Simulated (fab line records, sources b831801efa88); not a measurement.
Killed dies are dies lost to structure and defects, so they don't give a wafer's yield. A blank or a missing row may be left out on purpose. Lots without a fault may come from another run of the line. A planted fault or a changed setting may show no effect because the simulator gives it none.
A struck lot beside a sound one | flow gf180mcu | 16 steps out of a route of 602
Sound: wafers L979.4, L979.5, L979.6. Struck: wafers L993.2, L993.4, L993.6. The cause comes at the end.
At each step with rows: each side's tool, then ch and its chambers, then its first start. Under that, the readings that differ: sound wafers | struck wafers | difference of the means | sigmas: that difference in standard deviations of wafers without a fault.
alike: readings whose means differ by less than 2 such deviations, and words and numbers that are the same on both sides. not compared: withheld readings, readings that some wafer has no value for, bounds like >300 that may hide the same value, and numbers for which the record gives no deviation and whose values overlap.
The two part at a step that has a row with sigmas, a row that says differs or no value, or rows on one side only. Numbers that don't overlap but have no deviation are shown without sigmas and don't part them. A reading that every wafer of one side lacks parts them only if that side has two wafers or more.

first, 4 steps without rows for these wafers: GF_DNWELL_EXPOSE_04 (exposes mask DNWELL, target cd 1700 nm); GF_DNWELL_PEB_05; GF_DNWELL_DEVELOP_06 (develop time 60 s); GF_DNWELL_IMPLANT_07.
GF_DNWELL_STRIP_08: strips in O2/N2.
  sound on plasma_asher-03 ch 0,1, day 2 20:25; struck on plasma_asher-01 ch 0,1, day 5 20:38
  alike: drypump_motor_current_A, heater_power_w, oes_product_au, strip_time_to_endpoint_s
  not compared: rf_hours_counter_h
GF_DNWELL_TW_MEAS_09:
  sound on film_metro-03, day 2 20:31; struck on film_metro-04, day 5 20:45
  alike: DNWELL_TW
then, 6 steps without rows for these wafers: GF_NWELL_DEHYDRATE_00 (time 60 s); GF_NWELL_HMDS_01 (prime time 60 s); GF_NWELL_COAT_02 (resist thk 3000 nm); GF_NWELL_SOFTBAKE_03; GF_NWELL_EXPOSE_04 (exposes mask Nwell, target cd 860 nm); GF_NWELL_PEB_05.
GF_NWELL_DEVELOP_06: develop time 60 s.
  sound on litho_track-02 ch 0, day 3 09:00; struck on litho_track-02 ch 0, day 6 11:00
GF_NWELL_OVL_MEAS_07:
  sound on overlay-01, day 3 09:37; struck on overlay-01, day 6 11:36
  reading        | sound       | struck | difference                    | sigmas
  NWELL_OVL (nm) | 1.6 0.9 1.2 | - - -  | no value on the struck wafers |
then, 1 step without rows for these wafers: GF_NWELL_IMPLANT_08.
-- the record jumps here: 27 days lie between the struck wafers' starts before and after (it left off in module NWELL and takes up again in module PASSIVATION, whose first step shown is number 602 of the route) --
GF_PASSIVATION_PROBE_99:
  the record has rows for the struck wafers here (prober-02, day 33 02:56) and none for the sound ones

WHERE THEY PART
First at GF_NWELL_OVL_MEAS_07; last, within this record, at GF_PASSIVATION_PROBE_99.

WHY: what the simulator had put in
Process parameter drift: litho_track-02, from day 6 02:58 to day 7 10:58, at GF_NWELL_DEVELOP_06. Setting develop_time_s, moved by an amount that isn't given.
